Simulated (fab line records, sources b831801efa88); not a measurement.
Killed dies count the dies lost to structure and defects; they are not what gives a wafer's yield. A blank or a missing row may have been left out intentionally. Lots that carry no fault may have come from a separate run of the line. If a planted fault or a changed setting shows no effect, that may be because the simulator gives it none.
fab line records | flow sky130 | part 1 of 2: steps 1 to 29 of 40
[record] lots = 5 wafers = 15 last_day = 50
route steps=708 shown SONOS_TUNNEL@154 SONOS_ONO@168 GATE_OXIDE@187
lots that met no fault: from a run of the same line without faults
start_h: hours from the record's first day to the start of the lot's first wafer shown | wait_h: hours from the lot's prior step to this one | " as in the row above | L1.1+2: one row covering several wafers at once | - either no value or no given start | * or withheld: withheld | < > ~ a bound
route shown NAME@n: NAME is a module with steps in the file, n the number in the route of the first one | usual: the fault-free wafers' mean and standard deviation | same: alike in all rows | chamber/n: place in a boat | sites: each site's reading | _std_site: how widely they spread, as a standard deviation | _edge_site: the outer-site mean with the inner-site mean subtracted | radius_mm: how far each site lies from the wafer's centre | mask NAME#n: copy n | behind: the most recent tool/chamber to have shaped the wafer | hold: the reason the lot was held/the length of the hold in hours/how it ended | device: the transistor (n, p or np) that didn't switch | end of line: tests run on the same wafers once the route is complete | where a step has no rows: the recipe by itself | killed: not the wafer's yield, but the dies lost to structure and defects at the first sort | map: per-die view of a wafer (x killed, . not killed, _ where there is no die)
set.NAME: the setting that was run; set.NAME@STEP: the one run at that earlier step | model.NAME: the simulator's own value behind a step, which no gauge read
a table for each step, a row for each wafer; lots at some steps of the route
services: when a tool's chamber went out of use (start_h, in hours from the record's first day, below 0 if earlier), for how many hours, and the reason
[[steps]]
[step SKY_SONOS_TUNNEL_DEHYDRATE_00]
[recipe] temp_c = 200 time_s = 60
// columns lot.wafer tool chamber start_h wait_h
L090.1+3+5 litho_track-01 0 366.88 13.2
L093.1+2+3 litho_track-04 0 391.29 13.4
L094.1+2+5 litho_track-03 0 396.93 13.0
L096.1+3+5 litho_track-03 0 410.38 14.3
L097.3+4+5 litho_track-01 0 417.63 14.5
[step SKY_SONOS_TUNNEL_HMDS_01]
[recipe] prime_time_s = 60 prime_temp_c = 120
// columns lot.wafer tool chamber start_h wait_h
L090.1+3+5 litho_track-01 0 367.03 0.1
L093.1+2+3 litho_track-04 0 391.44 0.1
L094.1+2+5 litho_track-03 0 397.08 0.1
L096.1+3+5 litho_track-03 0 410.53 0.1
L097.3+4+5 litho_track-01 0 417.78 0.1
[step SKY_SONOS_TUNNEL_COAT_02]
[recipe] resist = NOVOLAK spin_rpm = 3000 resist_thk_nm = 1131
// columns lot.wafer tool chamber start_h wait_h
L090.1+3+5 litho_track-01 0 367.18 0.1
L093.1+2+3 litho_track-04 0 391.59 0.1
L094.1+2+5 litho_track-03 0 397.23 0.1
L096.1+3+5 litho_track-03 0 410.68 0.1
L097.3+4+5 litho_track-01 0 417.93 0.1
[step SKY_SONOS_TUNNEL_SOFTBAKE_03]
[recipe] temp_c = 90 time_s = 60 resist = NOVOLAK
// columns lot.wafer tool chamber start_h wait_h
L090.1+3+5 litho_track-01 0 367.33 0.1
L093.1+2+3 litho_track-04 0 391.74 0.1
L094.1+2+5 litho_track-03 0 397.38 0.1
L096.1+3+5 litho_track-03 0 410.83 0.1
L097.3+4+5 litho_track-01 0 418.08 0.1
[step SKY_SONOS_TUNNEL_EXPOSE_04]
[recipe] mask_id = TUNM na = 0.6 source_shape = conventional sigma_outer = 0.6 polarization = unpolarized target_cd_nm = 410 dose_mj = 136
[usual] exposure_dose_mJ_cm2 = 135.59/0.14
[same] na = 0.6 sigma_outer = 0.6
// columns lot.wafer tool chamber start_h wait_h mask exposure_dose_mJ_cm2
L090.1 iline_stepper-01 0 - - TUNM#0 135.50
L090.3 " 0 " " TUNM#0 135.44
L090.5 " 0 " " TUNM#0 135.37
L093.1 iline_stepper-02 0 - - TUNM#0 135.59
L093.2 " 0 " " TUNM#0 135.61
L093.3 " 0 " " TUNM#0 135.59
L094.1 iline_stepper-02 0 - - TUNM#0 135.58
L094.2 " 0 " " TUNM#0 135.46
L094.5 " 0 " " TUNM#0 135.50
L096.1 iline_stepper-02 0 - - TUNM#0 135.77
L096.3 " 0 " " TUNM#0 135.64
L096.5 " 0 " " TUNM#0 135.88
L097.3 iline_stepper-02 0 - - TUNM#0 135.46
L097.4 " 0 " " TUNM#0 135.53
L097.5 " 0 " " TUNM#0 135.46
[step SKY_SONOS_TUNNEL_PEB_05]
[recipe] temp_c = withheld time_s = * resist = NOVOLAK
// columns lot.wafer tool chamber start_h wait_h
L090.1+3+5 litho_track-01 0 - -
L093.1+2+3 litho_track-04 0 - -
L094.1+2+5 litho_track-01 0 - -
L096.1+3+5 litho_track-03 0 - -
L097.3+4+5 litho_track-04 0 - -
[step SKY_SONOS_TUNNEL_DEVELOP_06]
[recipe] resist = NOVOLAK developer = TMAH develop_time_s = 60 dev_temp_c = 23
// columns lot.wafer tool chamber start_h wait_h
L090.1+3+5 litho_track-01 0 381.83 0.1
L093.1+2+3 litho_track-04 0 405.54 0.1
L094.1+2+5 litho_track-01 0 411.88 0.1
L096.1+3+5 litho_track-03 0 426.48 0.1
L097.3+4+5 litho_track-04 0 433.19 0.1
[step SKY_SONOS_TUNNEL_CD_MEAS_07]
[recipe] target_cd_nm = 410
[usual] cd_nm = 409.9/2.3
// columns lot.wafer tool chamber start_h wait_h cd_nm
L090.1 cd_sem-01 - 381.98 0.1 407.4
L090.3 " - " " 408.3
L090.5 " - " " 407.8
L093.1 cd_sem-02 - 405.69 0.1 409.1
L093.2 " - " " 408.1
L093.3 " - " " 409.8
L094.1 cd_sem-01 - 412.03 0.1 408.1
L094.2 " - " " 407.7
L094.5 " - " " 406.4
L096.1 cd_sem-02 - 426.63 0.1 411.0
L096.3 " - " " 412.7
L096.5 " - " " 411.5
L097.3 cd_sem-01 - 433.33 0.1 411.0
L097.4 " - " " 408.5
L097.5 " - " " 411.1
[step SKY_SONOS_TUNNEL_OVL_MEAS_08]
[usual] SONOS_TUNNEL_OVL = 0.5/1.8
// columns lot.wafer tool chamber start_h wait_h SONOS_TUNNEL_OVL[nm]
L090.1 overlay-01 - 382.10 0.1 1.7
L090.3 " - " " 2.5
L090.5 " - " " 3.8
L093.1 overlay-02 - 405.81 0.1 2.6
L093.2 " - " " 0.6
L093.3 " - " " 2.4
L094.1 overlay-02 - 412.15 0.1 0.1
L094.2 " - " " 0.0
L094.5 " - " " 0.7
L096.1 overlay-02 - 426.75 0.1 1.3
L096.3 " - " " 2.3
L096.5 " - " " 2.2
L097.3 overlay-02 - 433.42 0.1 2.2
L097.4 " - " " 3.1
L097.5 " - " " 3.6
[step SKY_SONOS_TUNNEL_IMPLANT_09]
[recipe] species = B energy_kev = 20 dose_cm2 = 1e+12 tilt_deg = withheld
[usual] dose_ions_cm2 = 9.999e+11/1.2e+09
// columns lot.wafer tool chamber start_h wait_h dose_ions_cm2
L090.1 implanter-01 0 382.13 0.0 1.0008e+12
L090.3 " 0 " " 1.0022e+12
L090.5 " 0 " " 9.999e+11
L093.1 implanter-01 0 405.84 0.0 1.0027e+12
L093.2 " 0 " " 1.0007e+12
L093.3 " 0 " " 9.998e+11
L094.1 implanter-04 0 412.18 0.0 9.989e+11
L094.2 " 0 " " 9.982e+11
L094.5 " 0 " " 9.992e+11
L096.1 implanter-04 0 426.79 0.0 1.0006e+12
L096.3 " 0 " " 1.002e+12
L096.5 " 0 " " 9.998e+11
L097.3 implanter-04 0 433.49 0.1 1.0012e+12
L097.4 " 0 " " 9.995e+11
L097.5 " 0 " " 9.988e+11
[step SKY_SONOS_TUNNEL_WET_ETCH_10]
[recipe] chemistry = dHF target_depth_nm = 14 target = SiO2 dilution = 100:1 temp_c = 25 time_s = 280
[usual] temp_c = 25.01/0.11
// columns lot.wafer tool chamber start_h wait_h temp_c
L090.1 wet_bench-01 0 382.28 0.1 25.09
L090.3 " 0 " " 25.11
L090.5 " 0 " " 25.04
L093.1 wet_bench-03 0 405.99 0.1 25.09
L093.2 " 0 " " 24.88
L093.3 " 0 " " 24.90
L094.1 wet_bench-01 3 412.33 0.1 24.97
L094.2 " 3 " " 25.05
L094.5 " 3 " " 25.05
L096.1 wet_bench-03 1 426.94 0.1 24.73
L096.3 " 1 " " 24.73
L096.5 " 1 " " 24.82
L097.3 wet_bench-03 3 433.59 0.1 25.12
L097.4 " 3 " " 24.90
L097.5 " 3 " " 25.01
[step SKY_SONOS_TUNNEL_STRIP_11]
[recipe] chemistry = SPM time_s = 600 temp_c = 130
[usual] temp_c = 130.03/0.13
// columns lot.wafer tool chamber start_h wait_h temp_c
L090.1 wet_bench-03 1 382.37 0.0 129.98
L090.3 " 1 " " 130.16
L090.5 " 1 " " 130.22
L093.1 wet_bench-01 3 406.09 0.0 129.98
L093.2 " 3 " " 130.21
L093.3 " 3 " " 129.83
L094.1 wet_bench-04 0 412.43 0.0 129.91
L094.2 " 0 " " 130.07
L094.5 " 0 " " 130.17
L096.1 wet_bench-01 3 427.03 0.0 129.89
L096.3 " 3 " " 130.06
L096.5 " 3 " " 129.99
L097.3 wet_bench-04 1 433.69 0.0 130.11
L097.4 " 1 " " 130.01
L097.5 " 1 " " 130.11
[step SKY_SONOS_TUNNEL_TW_MEAS_12]
[usual] SONOS_TUNNEL_TW = 197.5/1.9
// columns lot.wafer tool chamber start_h wait_h SONOS_TUNNEL_TW
L090.1 film_metro-04 - 382.56 0.0 197.2
L090.3 " - " " 196.5
L090.5 " - " " 198.2
L093.1 film_metro-02 - 406.28 0.0 198.1
L093.2 " - " " 199.0
L093.3 " - " " 197.7
L094.1 film_metro-03 - 412.60 0.0 196.3
L094.2 " - " " 197.2
L094.5 " - " " 196.4
L096.1 film_metro-02 - 427.21 0.0 201.8
L096.3 " - " " 201.8
L096.5 " - " " 202.0
L097.3 film_metro-04 - 433.88 0.0 197.6
L097.4 " - " " 198.0
L097.5 " - " " 197.9
[step SKY_SONOS_TUNNEL_CLEAN_13]
[recipe] chemistry = dHF time_s = 20 dilution = 100:1 dry = ipa_marangoni
// columns lot.wafer tool chamber start_h wait_h
L090.1+3+5 wet_bench-04 3 382.62 0.1
L093.1+2+3 wet_bench-04 2 406.34 0.1
L094.1+2+5 wet_bench-03 1 412.66 0.1
L096.1+3+5 wet_bench-03 2 427.27 0.1
L097.3+4+5 wet_bench-01 1 433.92 0.0
[step SKY_SONOS_ONO_OXIDATION_00]
[recipe] temp_c = 800 ambient = O2 idle_temp_c = 700 ramp_up_c_per_min = 10 ramp_down_c_per_min = 3 stabilise_s = 600 purge_s = 300 target_thk_a = 26 ox_time_s = 1249
[usual] ox_temp_c = 799.9/0.31 spike_tc_lower_C = 800.9/1.1 spike_tc_top_C = 811.1/2.6 zone_power_upper_pct = 14.0/1.8
// columns lot.wafer tool chamber start_h wait_h ox_temp_c spike_tc_lower_C spike_tc_top_C zone_power_upper_pct
L090.1 furnace-01 0 383.66 1.0 799.8 801.4 814.2 16.2
L090.3 " 0 " " 799.7 801.4 814.9 16.1
L090.5 " 0 " " 799.7 802.4 813.4 16.3
L093.1 furnace-01 0 408.24 1.9 799.5 800.6 813.1 16.1
L093.2 " 0 " " 799.7 802.0 814.1 16.0
L093.3 " 0 " " 799.6 802.9 813.8 15.9
L094.1 furnace-02 0 412.68 0.0 800.0 799.9 808.2 12.3
L094.2 " 0 " " 800.0 800.7 807.5 12.5
L094.5 " 0 " " 800.4 802.3 809.1 12.6
L096.1 furnace-01 0 427.28 0.0 799.7 802.4 813.9 16.2
L096.3 " 0 " " 800.2 803.8 814.0 16.1
L096.5 " 0 " " 800.1 802.7 812.5 16.1
L097.3 furnace-02 0 434.06 0.1 799.7 801.2 808.4 12.4
L097.4 " 0 " " 800.0 799.3 808.6 12.6
L097.5 " 0 " " 799.8 798.0 809.0 12.2
[step SKY_SONOS_ONO_THK_MEAS_01]
[recipe] reads = SiO2_of_SONOS_ONO_OXIDATION_00
[usual] SONOS_ONO_OXIDATION_THK = 2.61/0.051
// columns lot.wafer tool chamber start_h wait_h SONOS_ONO_OXIDATION_THK[nm]
L090.1 film_metro-04 - 385.01 0.0 2.59
L090.3 " - " " 2.65
L090.5 " - " " 2.62
L093.1 film_metro-02 - 409.58 0.0 2.71
L093.2 " - " " 2.58
L093.3 " - " " 2.68
L094.1 film_metro-02 - 414.02 0.0 2.54
L094.2 " - " " 2.59
L094.5 " - " " 2.65
L096.1 film_metro-04 - 428.63 0.0 2.59
L096.3 " - " " 2.57
L096.5 " - " " 2.60
L097.3 film_metro-01 - 435.43 0.0 2.62
L097.4 " - " " 2.65
L097.5 " - " " 2.61
[step SKY_SONOS_ONO_CVD_02]
[recipe] material = Si3N4 precursor = DCS/NH3 target_thk_nm = 10.5 temp_c = 770 time_s = 180 pressure_mtorr = 250
[usual] spike_tc_lower_C = 770.4/1.6 spike_tc_top_C = 785.5/2.4 zone_power_upper_pct = 12.2/1.7
// columns lot.wafer tool chamber start_h wait_h spike_tc_lower_C spike_tc_top_C zone_power_upper_pct
L090.1 lpcvd-02 0 385.61 0.6 769.9 788.7 14.2
L090.3 " 0 " " 769.2 787.5 14.1
L090.5 " 0 " " 771.1 787.5 14.0
L093.1 lpcvd-02 0 409.64 0.1 770.2 787.5 14.1
L093.2 " 0 " " 768.0 789.8 14.0
L093.3 " 0 " " 768.2 786.6 14.1
L094.1 lpcvd-02 1 415.13 1.1 773.2 784.6 10.7
L094.2 " 1 " " 774.1 783.4 10.8
L094.5 " 1 " " 769.7 784.4 10.6
L096.1 lpcvd-02 0 429.88 1.2 770.8 788.1 14.1
L096.3 " 0 " " 771.1 787.8 13.8
L096.5 " 0 " " 767.8 788.7 14.0
L097.3 lpcvd-02 1 436.19 0.8 771.6 782.9 10.8
L097.4 " 1 " " 770.7 783.1 10.7
L097.5 " 1 " " 771.7 783.8 10.6
[step SKY_SONOS_ONO_THK_MEAS_03]
[recipe] reads = Si3N4_of_SONOS_ONO_CVD_02
[usual] SONOS_ONO_CVD_02_THK = 10.57/0.16
// columns lot.wafer tool chamber start_h wait_h SONOS_ONO_CVD_02_THK[nm]
L090.1 film_metro-04 - 386.66 0.0 10.58
L090.3 " - " " 10.78
L090.5 " - " " 10.73
L093.1 film_metro-04 - 410.69 0.0 10.63
L093.2 " - " " 10.57
L093.3 " - " " 10.57
L094.1 film_metro-01 - 416.18 0.0 10.48
L094.2 " - " " 10.44
L094.5 " - " " 10.50
L096.1 film_metro-02 - 430.93 0.0 10.51
L096.3 " - " " 10.49
L096.5 " - " " 10.55
L097.3 film_metro-04 - 437.26 0.0 10.51
L097.4 " - " " 10.69
L097.5 " - " " 10.54
[step SKY_SONOS_ONO_CVD_04]
[recipe] material = SiO2 precursor = SiH4/N2O target_thk_nm = 5.7199 temp_c = 900 pressure_mtorr = 400
[usual] spike_tc_lower_C = 901.1/1.5 spike_tc_top_C = 910.9/2.3 zone_power_upper_pct = 17.6/0.98
// columns lot.wafer tool chamber start_h wait_h spike_tc_lower_C spike_tc_top_C zone_power_upper_pct
L090.1 lpcvd-03 0 386.72 0.1 900.5 911.9 18.7
L090.3 " 0 " " 901.0 912.5 18.9
L090.5 " 0 " " 900.3 914.4 18.8
L093.1 lpcvd-03 1 410.75 0.1 901.9 907.5 16.7
L093.2 " 1 " " 900.7 908.4 16.6
L093.3 " 1 " " 902.3 908.6 16.8
L094.1 lpcvd-03 1 416.24 0.1 901.7 909.2 16.7
L094.2 " 1 " " 903.4 908.7 16.7
L094.5 " 1 " " 902.6 909.5 16.8
L096.1 lpcvd-03 0 430.99 0.1 902.6 913.2 18.8
L096.3 " 0 " " 901.1 911.8 18.7
L096.5 " 0 " " 898.7 913.2 18.3
L097.3 lpcvd-03 0 437.30 0.0 900.4 913.0 18.4
L097.4 " 0 " " 900.2 912.7 18.7
L097.5 " 0 " " 900.9 912.0 18.6
[step SKY_SONOS_ONO_THK_MEAS_05]
[recipe] reads = SiO2_of_SONOS_ONO_CVD_04
[usual] SONOS_ONO_CVD_04_THK = 5.74/0.12
// columns lot.wafer tool chamber start_h wait_h SONOS_ONO_CVD_04_THK[nm]
L090.1 film_metro-02 - 387.97 0.0 5.69
L090.3 " - " " 5.76
L090.5 " - " " 5.75
L093.1 film_metro-02 - 412.63 0.0 5.60
L093.2 " - " " 5.61
L093.3 " - " " 5.54
L094.1 film_metro-02 - 417.49 0.0 5.91
L094.2 " - " " 5.92
L094.5 " - " " 5.93
L096.1 film_metro-04 - 432.24 0.0 5.79
L096.3 " - " " 5.83
L096.5 " - " " 5.93
L097.3 film_metro-04 - 438.57 0.0 5.97
L097.4 " - " " 5.85
L097.5 " - " " 5.79
[step SKY_SONOS_ONO_DEHYDRATE_06]
[recipe] temp_c = 200 time_s = 60
// columns lot.wafer tool chamber start_h wait_h
L090.1+3+5 litho_track-04 0 401.34 13.4
L093.1+2+3 litho_track-03 0 427.23 14.6
L094.1+2+5 litho_track-02 0 431.77 14.3
L096.1+3+5 litho_track-04 0 446.79 14.5
L097.3+4+5 litho_track-04 0 453.24 14.7
[step SKY_SONOS_ONO_HMDS_07]
[recipe] prime_time_s = 60 prime_temp_c = 120
// columns lot.wafer tool chamber start_h wait_h
L090.1+3+5 litho_track-04 0 401.49 0.1
L093.1+2+3 litho_track-03 0 427.38 0.1
L094.1+2+5 litho_track-02 0 431.92 0.1
L096.1+3+5 litho_track-04 0 446.94 0.1
L097.3+4+5 litho_track-04 0 453.39 0.1
[step SKY_SONOS_ONO_COAT_08]
[recipe] resist = NOVOLAK spin_rpm = 3000 resist_thk_nm = 1140
// columns lot.wafer tool chamber start_h wait_h
L090.1+3+5 litho_track-04 0 401.64 0.1
L093.1+2+3 litho_track-03 0 427.53 0.1
L094.1+2+5 litho_track-02 0 432.07 0.1
L096.1+3+5 litho_track-04 0 447.09 0.1
L097.3+4+5 litho_track-04 0 453.54 0.1
[step SKY_SONOS_ONO_SOFTBAKE_09]
[recipe] temp_c = 90 time_s = 60 resist = NOVOLAK
// columns lot.wafer tool chamber start_h wait_h
L090.1+3+5 litho_track-04 0 401.79 0.1
L093.1+2+3 litho_track-03 0 427.68 0.1
L094.1+2+5 litho_track-02 0 432.22 0.1
L096.1+3+5 litho_track-04 0 447.24 0.1
L097.3+4+5 litho_track-04 0 453.69 0.1
[step SKY_SONOS_ONO_EXPOSE_10]
[recipe] mask_id = ONOM target_cd_nm = 410 na = 0.6 source_shape = conventional sigma_outer = 0.6 dose_mj = 150
[usual] exposure_dose_mJ_cm2 = 149.99/0.13
[same] na = 0.6 sigma_outer = 0.6
// columns lot.wafer tool chamber start_h wait_h mask exposure_dose_mJ_cm2
L090.1 iline_stepper-02 0 - - ONOM#0 150.07
L090.3 " 0 " " ONOM#0 149.92
L090.5 " 0 " " ONOM#0 150.10
L093.1 iline_stepper-01 0 - - ONOM#0 150.08
L093.2 " 0 " " ONOM#0 150.02
L093.3 " 0 " " ONOM#0 149.89
L094.1 iline_stepper-02 0 - - ONOM#0 150.09
L094.2 " 0 " " ONOM#0 149.95
L094.5 " 0 " " ONOM#0 150.03
L096.1 iline_stepper-01 0 - - ONOM#0 150.14
L096.3 " 0 " " ONOM#0 150.04
L096.5 " 0 " " ONOM#0 149.93
L097.3 iline_stepper-02 0 - - ONOM#0 149.77
L097.4 " 0 " " ONOM#0 149.81
L097.5 " 0 " " ONOM#0 149.84
[step SKY_SONOS_ONO_PEB_11]
[recipe] temp_c = withheld time_s = * resist = NOVOLAK
// columns lot.wafer tool chamber start_h wait_h
L090.1+3+5 litho_track-04 0 - -
L093.1+2+3 litho_track-04 0 - -
L094.1+2+5 litho_track-02 0 - -
L096.1+3+5 litho_track-02 0 - -
L097.3+4+5 litho_track-04 0 - -
[step SKY_SONOS_ONO_DEVELOP_12]
[recipe] develop_time_s = 60 dev_temp_c = 23
// columns lot.wafer tool chamber start_h wait_h
L090.1+3+5 litho_track-04 0 415.99 0.1
L093.1+2+3 litho_track-04 0 442.39 0.1
L094.1+2+5 litho_track-02 0 447.02 0.1
L096.1+3+5 litho_track-02 0 462.97 0.1
L097.3+4+5 litho_track-04 0 468.89 0.1
[step SKY_SONOS_ONO_CD_MEAS_13]
[recipe] target_cd_nm = 410
[usual] cd_nm = 411.1/2.1
// columns lot.wafer tool chamber start_h wait_h cd_nm
L090.1 cd_sem-01 - 416.14 0.1 409.6
L090.3 " - " " 410.7
L090.5 " - " " 413.5
L093.1 cd_sem-02 - 442.54 0.1 413.3
L093.2 " - " " 413.7
L093.3 " - " " 412.7
L094.1 cd_sem-02 - 447.17 0.1 410.6
L094.2 " - " " 411.7
L094.5 " - " " 411.3
L096.1 cd_sem-02 - 463.12 0.1 413.0
L096.3 " - " " 412.7
L096.5 " - " " 412.4
L097.3 cd_sem-02 - 469.03 0.1 412.2
L097.4 " - " " 413.4
L097.5 " - " " 410.7
[step SKY_SONOS_ONO_OVL_MEAS_14]
[usual] SONOS_ONO_OVL = 0.1/1.6
// columns lot.wafer tool chamber start_h wait_h SONOS_ONO_OVL[nm]
L090.1 overlay-02 - 416.26 0.1 2.1
L090.3 " - " " 1.1
L090.5 " - " " 0.9
L093.1 overlay-02 - 442.66 0.1 -0.3
L093.2 " - " " 0.7
L093.3 " - " " -0.9
L094.1 overlay-01 - 447.29 0.1 -2.8
L094.2 " - " " -3.6
L094.5 " - " " -3.7
L096.1 overlay-01 - 463.24 0.1 0.7
L096.3 " - " " 0.1
L096.5 " - " " 0.2
L097.3 overlay-02 - 469.12 0.1 0.2
L097.4 " - " " 0.9
L097.5 " - " " 0.2
